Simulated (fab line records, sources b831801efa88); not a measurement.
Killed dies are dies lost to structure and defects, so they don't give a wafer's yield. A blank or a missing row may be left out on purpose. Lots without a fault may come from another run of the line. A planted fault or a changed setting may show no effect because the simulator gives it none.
fab line records | flow sky130
record lots=7 wafers=21 last_day=51
route steps=708 shown VIA3@586 METAL4@598
lots that met no fault: from a run of the same line without faults
start_h: hours from the record's first day to the start of the lot's first wafer shown | wait_h: hours since the lot's step before | " the same as in the row above | L1.1+2: a row that stands for several wafers | - no value, or no start given | * or withheld: withheld | < > ~ a bound
route shown NAME@n: a module of which the file shows steps, and the number in the route of the first | usual: mean/standard deviation of fault-free wafers | same: alike in all rows | chamber/n: place in a boat | sites: the reading at each site | _std_site: their standard deviation | _edge_site: outer sites' mean less inner sites' | radius_mm: how far each site lies from the wafer's centre | mask NAME#n: copy n | behind: the tool/chamber that last shaped the wafer | hold: why the lot was held/for how many hours/how that ended | device: the transistor (n, p or np) that didn't switch | end of line: the same wafers' tests at the end of the route | a step without rows: its recipe alone | killed: dies lost to structure and defects at the first sort, not the wafer's yield | map: a wafer's dies, x killed, . not, _ none there
set.NAME: the setting as run; set.NAME@STEP: as run at that earlier step | model.NAME: the simulator's own value behind a step, which no gauge read
lots at some steps of the route; a table a step, a row a wafer
services: from which hour (start_h, from the record's first day; less than 0 if before it) a tool's chamber was out of use, for how many hours, and why
## steps
# step SKY_VIA3_OVL_MEAS_13
# usual VIA3_OVL=-4/5.8
# columns lot.wafer tool chamber start_h wait_h VIA3_OVL[nm]
L851.3 overlay-02 - 1008.79 0.1 -6
L851.4 " - " " -6
L851.5 " - " " -9
L852.3 overlay-01 - 1018.21 0.1 -17
L852.4 " - " " -6
L852.5 " - " " -9
L853.1 overlay-02 - 1023.46 0.1 -9
L853.5 " - " " -11
L853.6 " - " " -6
L859.1 overlay-02 - 1057.46 0.1 4
L859.2 " - " " -4
L859.6 " - " " -1
L861.3 overlay-02 - 1070.71 0.1 -7
L861.4 " - " " -5
L861.5 " - " " -8
L863.1 overlay-02 - 1078.19 0.1 2
L863.3 " - " " 1
L863.6 " - " " 4
L866.3 overlay-01 - 1092.52 0.1 -20
L866.5 " - " " -13
L866.6 " - " " -12
# step SKY_VIA3_ETCH_14
# recipe chemistry=N2/H2 target=BARC ion_energy_ev=200 source_w=500 bias_w=100 pressure_mtorr=30 n2_flow_sccm=100 h2_flow_sccm=200 stop_on=SiO2 time_s=45.9 target_depth_a=600
# usual bias_w=100.00/0.29 drypump_motor_current_A=5.7/0.3 oes_product_au=0.854/0.0043 throttle_valve_pct=13.225/0.0095
# columns lot.wafer tool chamber start_h wait_h bias_w drypump_motor_current_A oes_product_au rf_hours_counter_h throttle_valve_pct
L851.3 rie_diel-02 3 1008.81 0.0 99.97 5.5 0.856 11 13.225
L851.4 " 0 " " 99.56 5.9 0.855 6 13.232
L851.5 " 3 " " 99.96 5.5 0.856 - 13.211
L852.3 rie_diel-04 3 1018.23 0.0 99.95 5.5 0.858 15 13.225
L852.4 " 0 " " 99.66 5.5 0.859 - 13.233
L852.5 " 3 " " 100.06 5.5 0.854 - 13.227
L853.1 rie_diel-01 2 1023.49 0.0 99.99 6.2 0.860 22 13.213
L853.5 " 3 " " 99.73 5.3 0.854 - 13.236
L853.6 " 2 " " 100.53 6.3 0.846 - 13.232
L859.1 rie_diel-02 0 1057.49 0.0 99.83 5.9 0.856 8 13.221
L859.2 " 2 " " 100.32 5.6 0.855 10 13.245
L859.6 " 3 " " 100.00 5.5 0.850 - 13.210
L861.3 rie_diel-02 2 1070.73 0.0 100.38 5.6 0.846 10 13.235
L861.4 " 2 " " 99.82 5.6 0.859 - 13.235
L861.5 " 0 " " 100.00 5.9 0.850 - 13.241
L863.1 rie_diel-02 3 1078.23 0.0 99.71 5.5 0.846 13 13.218
L863.3 " 0 " " 100.62 5.9 0.859 9 13.230
L863.6 " 0 " " 100.00 5.9 0.842 - 13.212
L866.3 rie_diel-01 3 1092.54 0.0 100.07 5.3 0.856 12 13.219
L866.5 " 3 " " 99.58 5.3 0.857 - 13.233
L866.6 " 2 " " 99.52 6.3 0.853 - 13.208
# step SKY_VIA3_ETCH_15
# recipe target=SiO2 chemistry=C4F8/O2/Ar target_depth_nm=507 stop_on=TiN mask_material=KrF-thick source_w=1500 bias_w=1200 pressure_mtorr=40 c4f8_flow_sccm=withheld O2_flow_sccm=6 Ar_flow_sccm=300 time_s=78
# step SKY_VIA3_STRIP_16
# recipe chemistry=O2/N2 power_w=1400 pressure_mtorr=1500 platen_temp_c=withheld o2_flow_sccm=3000 n2_flow_sccm=300 overash_fraction=0.5
# usual drypump_motor_current_A=5.9/0.51 oes_product_au=0.401/0.0041 strip_time_to_endpoint_s=4.120/0.025
# columns lot.wafer tool chamber start_h wait_h drypump_motor_current_A oes_product_au rf_hours_counter_h strip_time_to_endpoint_s
L851.3 plasma_asher-04 0 1008.95 0.1 6.5 0.405 - 4.095
L851.4 " 1 " " 6.3 0.406 - 4.147
L851.5 " 0 " " 6.5 0.404 - 4.102
L852.3 plasma_asher-04 1 1018.37 0.1 6.3 0.400 - 4.106
L852.4 " 0 " " 6.5 0.399 - 4.150
L852.5 " 1 " " 6.3 0.404 - 4.106
L853.1 plasma_asher-01 0 1023.59 0.0 5.1 0.403 91 4.087
L853.5 " 0 " " 5.1 0.399 - 4.115
L853.6 " 1 " " 5.6 0.400 - 4.098
L859.1 plasma_asher-04 0 1057.59 0.0 6.5 0.391 27 4.127
L859.2 " 1 " " 6.3 0.404 27 4.105
L859.6 " 0 " " 6.5 0.410 - 4.110
L861.3 plasma_asher-01 0 1070.87 0.1 5.1 0.403 - 4.128
L861.4 " 1 " " 5.6 0.402 - 4.130
L861.5 " 1 " " 5.6 0.408 - 4.149
L863.1 plasma_asher-04 0 1078.33 0.0 6.5 0.402 30 4.126
L863.3 " 1 " " 6.3 0.405 - 4.168
L863.6 " 0 " " 6.5 0.407 - 4.155
L866.3 plasma_asher-04 1 1092.68 0.1 6.3 0.393 - 4.105
L866.5 " 1 " " 6.3 0.394 - 4.124
L866.6 " 0 " " 6.5 0.409 - 4.142
# step SKY_VIA3_STRIP_17
# recipe chemistry=post_etch_residue_remover time_s=1200 temp_c=72.5
# step SKY_VIA3_CLEAN_18
# recipe chemistry=IPA time_s=180 temp_c=25
# step SKY_VIA3_CLEAN_19
# recipe chemistry=O3/DIW dry=n2_spin
# step SKY_VIA3_SPUTTER_20
# recipe material=TiN target_thk_nm=20 chamber_pressure_pa=5 power_w=4000 time_s=80
# usual cathode_dc_power_W=4000.0/0.71 chamber_pressure_pa=5.001/0.0096 throttle_valve_pct=29.9/0.8
# columns lot.wafer tool chamber start_h wait_h cathode_dc_power_W chamber_pressure_pa throttle_valve_pct
L851.3 pvd_sputter-02 - 1009.57 0.0 4000.5 5.013 29.8
L851.4 " - " " 3999.3 4.991 28.4
L851.5 " - " " 4000.5 5.007 29.9
L852.3 pvd_sputter-02 - 1018.93 0.0 4000.9 4.984 28.3
L852.4 " - " " 3998.1 4.988 30.7
L852.5 " - " " 4000.5 4.992 29.9
L853.1 pvd_sputter-02 - 1024.19 0.0 4001.0 4.992 31.0
L853.5 " - " " 4000.4 5.012 28.6
L853.6 " - " " 4000.1 5.017 31.0
L859.1 pvd_sputter-02 - 1058.19 0.0 4000.7 5.003 28.2
L859.2 " - " " 4000.7 5.004 29.9
L859.6 " - " " 4000.0 5.008 30.2
L861.3 pvd_sputter-02 - 1071.42 0.0 4000.9 4.986 28.2
L861.4 " - " " 3998.2 4.994 28.4
L861.5 " - " " 3999.6 5.006 29.9
L863.1 pvd_sputter-02 - 1078.92 0.0 4000.0 5.006 30.0
L863.3 " - " " 3999.5 4.985 30.3
L863.6 " - " " 3999.0 4.998 29.9
L866.3 pvd_sputter-02 - 1093.24 0.0 3999.9 4.999 28.2
L866.5 " - " " 3999.7 5.001 29.9
L866.6 " - " " 3999.7 5.014 29.9
# step SKY_VIA3_CVD_21
# recipe material=W target_thk_nm=390 time_s=117.31 temp_c=400 pressure_torr=40
# usual heater_power_w=829/48
# columns lot.wafer tool chamber start_h wait_h heater_power_w
L851.3 cvd_w-02 1 1009.67 0.1 791
L851.4 " 0 " " 869
L851.5 " 0 " " 837
L852.3 cvd_w-01 1 1019.03 0.1 870
L852.4 " 0 " " 762
L852.5 " 1 " " 863
L853.1 cvd_w-02 0 1024.25 0.0 879
L853.5 " 1 " " 799
L853.6 " 0 " " 902
L859.1 cvd_w-01 1 1058.25 0.0 891
L859.2 " 0 " " 765
L859.6 " 0 " " 762
L861.3 cvd_w-01 1 1071.53 0.1 882
L861.4 " 0 " " 745
L861.5 " 1 " " 881
L863.1 cvd_w-01 1 1078.99 0.0 885
L863.3 " 1 " " 881
L863.6 " 0 " " 772
L866.3 cvd_w-02 1 1093.34 0.1 802
L866.5 " 1 " " 798
L866.6 " 0 " " 882
# step SKY_VIA3_RS_MEAS_22
# recipe thk_meas_gauge=four-point-probe reads=W_of_VIA3_CVD_21+TiN_of_VIA3_SPUTTER_20
# usual VIA3_W_RS=0.294/0.0033
# columns lot.wafer tool chamber start_h wait_h VIA3_W_RS[ohm/sq]
L851.3 film_metro-01 - 1009.80 0.1 0.295
L851.4 " - " " 0.293
L851.5 " - " " 0.294
L852.3 film_metro-03 - 1019.16 0.1 0.303
L852.4 " - " " 0.296
L852.5 " - " " 0.301
L853.1 film_metro-02 - 1024.37 0.1 0.289
L853.5 " - " " 0.290
L853.6 " - " " 0.291
L859.1 film_metro-02 - 1058.37 0.1 0.298
L859.2 " - " " 0.294
L859.6 " - " " 0.295
L861.3 film_metro-01 - 1071.65 0.1 0.297
L861.4 " - " " 0.301
L861.5 " - " " 0.299
L863.1 film_metro-01 - 1079.11 0.1 0.294
L863.3 " - " " 0.296
L863.6 " - " " 0.295
L866.3 film_metro-02 - 1093.46 0.1 0.294
L866.5 " - " " 0.298
L866.6 " - " " 0.297
# step SKY_VIA3_THK_MEAS_23
# recipe thk_meas_gauge=xrf reads=W_of_VIA3_CVD_21
# usual VIA3_W_THK=401/7.2
# columns lot.wafer tool chamber start_h wait_h VIA3_W_THK[nm]
L851.3 film_metro-01 - 1009.90 0.1 389
L851.4 " - " " 393
L851.5 " - " " 394
L852.3 film_metro-03 - 1019.26 0.1 396
L852.4 " - " " 409
L852.5 " - " " 401
L853.1 film_metro-02 - 1024.49 0.1 404
L853.5 " - " " 402
L853.6 " - " " 404
L859.1 film_metro-02 - 1058.49 0.1 390
L859.2 " - " " 392
L859.6 " - " " 395
L861.3 film_metro-01 - 1071.75 0.1 390
L861.4 " - " " 383
L861.5 " - " " 388
L863.1 film_metro-01 - 1079.23 0.1 399
L863.3 " - " " 396
L863.6 " - " " 394
L866.3 film_metro-02 - 1093.56 0.1 402
L866.5 " - " " 396
L866.6 " - " " 398
# step SKY_VIA3_CMP_24
# recipe stop_on=SiO2 t_overpolish_s=20 down_force_psi=3.5 platen_rpm=60 target_thk_nm=0 pad_velocity_m_s=0.94248
# usual motor_current_A=10.5/0.66 overpolish_run_s=20.001/0.009 slurry_flow_ml_min=150.0/0.42 time_to_endpoint_s=95/4.4
# columns lot.wafer tool chamber start_h wait_h motor_current_A overpolish_run_s slurry_flow_ml_min time_to_endpoint_s
L851.4 cmp-01 2 1009.99 0.1 9.8 19.994 149.9 94
L851.3 " 0 " " 10.6 20.002 150.3 92
L851.5 " 1 " " 10.9 20.012 150.5 100
L852.4 cmp-02 2 1019.30 0.0 9.8 19.995 150.3 100
L852.3 " 3 " " 10.3 19.987 149.5 97
L852.5 " 2 " " 9.3 20.016 149.6 99
L853.1 cmp-01 2 1024.65 0.1 9.8 19.998 150.2 88
L853.6 " 0 " " 10.5 19.981 149.7 89
L853.5 " 1 " " 10.9 19.996 150.6 96
L859.1 cmp-01 0 1058.65 0.1 10.6 20.004 150.1 90
L859.2 " 1 " " 11.3 19.982 148.9 95
L859.6 " 3 " " 12.0 20.002 150.3 96
L861.4 cmp-01 2 1071.84 0.1 9.7 19.993 149.5 83
L861.3 " 3 " " 11.9 19.998 149.8 92
L861.5 " 2 " " 10.3 19.997 150.2 85
L863.1 cmp-02 2 1079.29 0.1 9.8 19.986 150.7 98
L863.3 " 3 " " 10.2 20.003 150.4 97
L863.6 " 3 " " 10.0 19.997 150.2 100
L866.3 cmp-02 1 1093.75 0.2 10.5 19.998 150.0 95
L866.5 " 2 " " 10.4 20.008 149.8 95
L866.6 " 3 " " 10.3 20.010 150.4 95
# step SKY_METAL4_SPUTTER_00
# recipe material=Ti target_thk_nm=15 power_w=3000 time_s=10 chamber_pressure_pa=0.4
# usual cathode_dc_power_W=3000.0/0.59 chamber_pressure_pa=0.4000/0.00075 throttle_valve_pct=29.9/0.76
# columns lot.wafer tool chamber start_h wait_h cathode_dc_power_W chamber_pressure_pa throttle_valve_pct
L851.3 pvd_sputter-03 - 1010.24 0.1 - - -
L851.4 " - " " - - -
L851.5 " - " " - - -
L852.3 pvd_sputter-01 - 1019.60 0.2 - - -
L852.4 " - " " - - -
L852.5 " - " " - - -
L853.1 pvd_sputter-01 - 1024.85 0.1 - - -
L853.5 " - " " - - -
L853.6 " - " " - - -
L859.1 pvd_sputter-01 - 1058.85 0.1 3000.3 0.4008 29.8
L859.2 " - " " 2999.4 0.4004 30.2
L859.6 " - " " 3000.8 0.4005 29.6
L861.3 pvd_sputter-03 - 1072.09 0.1 3000.4 0.3993 30.2
L861.4 " - " " 2999.8 0.3998 29.8
L861.5 " - " " 2999.5 0.3997 30.1
L863.1 pvd_sputter-03 - 1079.59 0.2 2999.0 0.4003 30.6
L863.3 " - " " 2999.6 0.4007 29.5
L863.6 " - " " 3000.1 0.4002 29.7
L866.3 pvd_sputter-03 - 1093.90 0.1 2999.6 0.4001 30.5
L866.5 " - " " 3000.7 0.4003 30.2
L866.6 " - " " 3000.6 0.3992 29.2
# step SKY_METAL4_SPUTTER_01
# recipe material=TiN target_thk_nm=20 power_w=6500 time_s=16.7 chamber_pressure_pa=0.4
## services
# columns tool chamber start_h hours kind
cmp-01 - 992.88 0.6 repair
plasma_asher-04 - 994.23 6.3 repair
pvd_sputter-03 - 996.23 3.2 repair
cvd_w-01 1 1000.32 14.1 repair
rie_diel-04 2 1005.42 19.4 repair
rie_diel-02 - 1012.88 0.4 repair
rie_diel-02 - 1022.43 0.6 repair
pvd_sputter-03 - 1031.74 4.6 repair
pvd_sputter-02 - 1035.07 0.5 repair
cvd_w-02 0 1054.01 8.8 repair
cmp-01 - 1056.13 1.8 repair
rie_diel-02 1 1056.50 - clean
rie_diel-02 1 1056.50 23.7 scheduled_down
rie_diel-02 1 1056.50 23.7 vent_cycle
pvd_sputter-01 - 1062.45 3.2 repair
pvd_sputter-03 - 1066.05 5.7 repair
rie_diel-01 3 1081.72 10.1 repair
cmp-02 - 1084.61 4.0 pm
cmp-02 - 1088.61 - consumable_replace:conditioner
cmp-02 - 1088.61 - consumable_replace:pad
## key
first_sign step=SKY_METAL4_SPUTTER_00 reading=tool_record direction=missing
effect none on later readings
met_at SKY_METAL4_SPUTTER_00
struck_wafers L851.3,L851.4,L851.5,L852.3,L852.4,L852.5,L853.1,L853.5,L853.6
later_rows_left_out L851.3,L851.4,L851.5,L852.3,L852.4,L852.5,L853.1,L853.5,L853.6
sort_left_out L851.3,L851.4,L851.5,L852.3,L852.4,L852.5,L853.1,L853.5,L853.6
fault kind=skipped_step_whole tool=pvd_sputter-01,pvd_sputter-03 chamber=- onset_h=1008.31 steps=SKY_METAL4_SPUTTER_00 scope=struck_lots_only
# sort_left_out: the simulated sort isn't trusted on such a fault, so these wafers' sort isn't shown, and their yield isn't known
# later_rows_left_out: the simulator's readings of these wafers behind a module that went badly wrong aren't trusted and aren't shown, but for the sort
